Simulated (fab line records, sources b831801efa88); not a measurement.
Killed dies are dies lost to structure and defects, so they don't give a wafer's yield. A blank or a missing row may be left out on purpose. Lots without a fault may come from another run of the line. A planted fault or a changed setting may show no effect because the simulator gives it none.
Which tool did it? | flow sky130 | 12 lots, 36 wafers sampled, at 4 steps of a route of 708

WHAT THE GAUGES READ, wafer by wafer
SKY_NWELL_TW_MEAS_26. Usual: NWELL_2_TW 499, standard deviation 6.3.
lot  | measured     | on            | NWELL_2_TW  | flag
L372 | day 5 06:50  | film_metro-01 | 493 491 491 |
L373 | day 5 13:42  | film_metro-04 | 491 493 490 |
L375 | day 5 23:16  | film_metro-01 | 495 493 497 |
L376 | day 6 06:13  | film_metro-04 | 493 495 493 |
L379 | day 7 00:52  | film_metro-04 | 489 491 492 |
L382 | day 7 16:35  | film_metro-01 | 498 498 498 |
L384 | day 8 08:13  | film_metro-01 | 497 498 495 |
L385 | day 8 12:37  | film_metro-03 | 523 526 524 | OFF
L386 | day 8 18:03  | film_metro-03 | 524 524 524 | OFF
L387 | day 9 01:00  | film_metro-03 | 522 526 521 | OFF
L392 | day 10 10:06 | film_metro-01 | 492 493 492 |
L394 | day 11 00:08 | film_metro-04 | 495 494 489 |

SKY_LDD_P_CD_MEAS_07: target cd 380 nm. Usual: cd_nm 380.3 nm, standard deviation 2.9.
lot  | measured     | on        | cd_nm (nm)        | flag
L372 | day 19 01:04 | cd_sem-01 | 379.8 381.4 379.0 |
L373 | day 19 06:08 | cd_sem-02 | 384.9 382.8 381.1 |
L375 | day 20 02:53 | cd_sem-02 | 375.8 378.3 375.0 |
L376 | day 20 14:34 | cd_sem-02 | 374.3 374.2 374.6 |
L379 | day 22 02:38 | cd_sem-01 | 380.2 381.4 381.2 |
L382 | day 22 11:17 | cd_sem-01 | 379.3 378.8 378.2 |
L384 | day 23 08:43 | cd_sem-01 | 381.1 383.0 382.8 |
L385 | day 23 14:33 | cd_sem-01 | 380.7 380.7 380.9 |
L386 | day 23 23:49 | cd_sem-02 | 383.9 381.1 383.0 |
L387 | day 24 07:52 | cd_sem-01 | 378.6 375.3 377.6 |
L392 | day 26 06:25 | cd_sem-02 | 381.9 382.7 379.7 |
L394 | day 26 20:19 | cd_sem-01 | 381.6 380.3 377.3 |

SKY_LDD_LDN_OVL_MEAS_07. Usual: LDD_LDN_OVL 0.7 nm, standard deviation 1.3.
lot  | measured     | on         | LDD_LDN_OVL (nm) | flag
L372 | day 22 19:42 | overlay-02 | 1.5 0.6 0.6      |
L373 | day 23 01:46 | overlay-02 | 3.5 1.1 2.2      |
L375 | day 23 21:46 | overlay-01 | 0.1 0.8 -0.2     |
L376 | day 24 09:27 | overlay-01 | 1.5 1.6 1.8      |
L379 | day 25 20:16 | overlay-02 | -1.4 0.9 -0.4    |
L382 | day 26 03:55 | overlay-02 | 1.1 1.2 2.6      |
L384 | day 27 01:04 | overlay-02 | 0.6 0.6 0.3      |
L385 | day 27 06:33 | overlay-01 | 0.9 -0.2 -0.8    |
L386 | day 27 15:54 | overlay-02 | 3.4 3.7 1.8      |
L387 | day 27 23:15 | overlay-02 | 0.6 0.2 1.1      |
L392 | day 29 19:18 | overlay-02 | 0.7 -0.5 0.2     |
L394 | day 30 08:38 | overlay-01 | 1.2 -0.9 0.5     |

WHICH TOOL RAN EACH LOT (tool, then ch and the chambers of the sampled wafers, then the start)
lot  | SKY_NWELL_IMPLANT_24
L372 | implanter-04 ch 0, day 5 06:35
L373 | implanter-01 ch 0, day 5 13:28
L375 | implanter-01 ch 0, day 5 23:02
L376 | implanter-04 ch 0, day 6 05:58
L379 | implanter-04 ch 0, day 7 00:39
L382 | implanter-02 ch 0, day 7 16:19
L384 | implanter-01 ch 0, day 8 07:59
L385 | implanter-04 ch 0, day 8 12:22
L386 | implanter-04 ch 0, day 8 17:48
L387 | implanter-04 ch 0, day 9 00:45
L392 | implanter-01 ch 0, day 10 09:51
L394 | implanter-01 ch 0, day 10 23:55
- SKY_NWELL_IMPLANT_24

WHAT THE TOOLS THEMSELVES READ (means of the sampled wafers that have a number; where no wafer has one, the mark that the record gives instead)
SKY_NWELL_IMPLANT_24. Usual: dose_ions_cm2 9.199e+12, standard deviation 9.8e+09; faraday_current_uA 51.9, standard deviation 1.1.
lot  | tool         | dose_ions_cm2 | faraday_current_uA | flag
L372 | implanter-04 | 9.194e+12     | 52.3               |
L373 | implanter-01 | 9.191e+12     | 52.1               |
L375 | implanter-01 | 9.199e+12     | 51.1               |
L376 | implanter-04 | 9.207e+12     | 51.9               |
L379 | implanter-04 | 9.199e+12     | 51.5               |
L382 | implanter-02 | 9.199e+12     | 51.4               |
L384 | implanter-01 | 9.211e+12     | 52.9               |
L385 | implanter-04 | 1.032e+13     | 58.5               | OFF
L386 | implanter-04 | 1.031e+13     | 59.0               | OFF
L387 | implanter-04 | 1.030e+13     | 59.0               | OFF
L392 | implanter-01 | 9.202e+12     | 51.1               |
L394 | implanter-01 | 9.192e+12     | 51.4               |

THE ANSWER, worked out from the rows above alone
Rule: a lot is off if the mean of its wafers that have a number lies more than 3 standard deviations from the usual mean. A lot without any number at a reading at which 4 lots or more have one is off too. The other lots that the step has rows for count as sound. The gauges are gone through in route order, then the tools' own readings, and for those a lot's mean is taken as printed above. The first step at which some lot is off is used, and at that step the reading that is off furthest; a lot without a number counts as furthest.
Off: L385, L386, L387, at SKY_NWELL_TW_MEAS_26 (NWELL_2_TW).
A tool fits if, at a process step before that reading, it ran every lot that is off, and no sound lot after the first of them. The gauges at SKY_NWELL_TW_MEAS_26 aren't tried: what is off there is off at SKY_NWELL_IMPLANT_24 too, on other tools, and a gauge's error can't cause that. One fits: implanter-04 at SKY_NWELL_IMPLANT_24. Its last sound lot is L379 (day 7 00:39), its first lot that is off L385 (day 8 12:22): a fault that began between those two fits.
The tool's own readings at SKY_NWELL_IMPLANT_24 bear it out: on the lots that are off they differ by more than 5 times the standard deviation of the sound lots' means. dose_ions_cm2 reads 1.031e+13 there against 9.199e+12 on the sound lots; faraday_current_uA reads 58.8 there against 51.7 on the sound lots.

WHAT THE SIMULATOR HAD PUT IN
Process parameter drift: implanter-04, from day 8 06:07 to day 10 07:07, at SKY_NWELL_IMPLANT_24. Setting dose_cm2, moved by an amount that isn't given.
Lots struck among those shown: L385, L386, L387. The rule above found the same.
